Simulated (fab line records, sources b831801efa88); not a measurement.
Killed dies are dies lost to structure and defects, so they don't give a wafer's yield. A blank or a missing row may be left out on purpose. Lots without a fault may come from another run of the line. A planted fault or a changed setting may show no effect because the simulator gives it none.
Chamber matching | flow sky130 | SKY_CONTACT_CVD_00 on pecvd-02: 3 sister chambers
The step deposits Si3N4, target thk 75 nm. 6 wafers are shown with their chamber, then 10 later ones without.

WAFERS WITH THEIR CHAMBER
wafer  | chamber | heater_power_w (W)
L085.6 | 2       | 701
L086.1 | 1       | 795
L086.3 | 0       | 686
L086.4 | 1       | 820
L089.1 | 0       | 689
L089.4 | 2       | 668

WAFERS WITHOUT THEIR CHAMBER
wafer  | heater_power_w (W)
L089.5 | 850
L091.1 | 767
L091.3 | 759
L091.5 | 717
L096.3 | 736
L096.4 | 750
L096.5 | 671
L097.1 | 816
L097.4 | 738
L097.5 | 822

WHICH CHAMBER EACH WENT THROUGH
wafer  | from the rows above          | in truth
L089.5 | 1                            | 1
L091.1 | 1                            | 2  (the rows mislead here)
L091.3 | can't be placed: 1 or 0 or 2 | 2
L091.5 | can't be placed: 0 or 2      | 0
L096.3 | can't be placed: 0 or 2 or 1 | 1
L096.4 | can't be placed: 1 or 0 or 2 | 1
L096.5 | can't be placed: 2 or 0      | 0
L097.1 | 1                            | 1
L097.4 | can't be placed: 0 or 2 or 1 | 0
L097.5 | 1                            | 1
Placed correctly: 3 of 10. Can't be placed from these rows: 6 (the true chamber is among the candidates in 6). Placed wrongly: 1.
How it was worked out, from the rows above alone: a wafer's distance from a chamber is the root of the sum, over the readings, of the square of ((its reading less the chamber's mean) divided by the reading's scatter). The wafer belongs to the nearest chamber; if the next one is less than 2 further off, it can't be placed. A chamber's mean is the mean of its shown wafers. The scatter: the root of (the sum of the squares of (reading less its chamber's mean) over the shown wafers, divided by (wafers less chambers)).
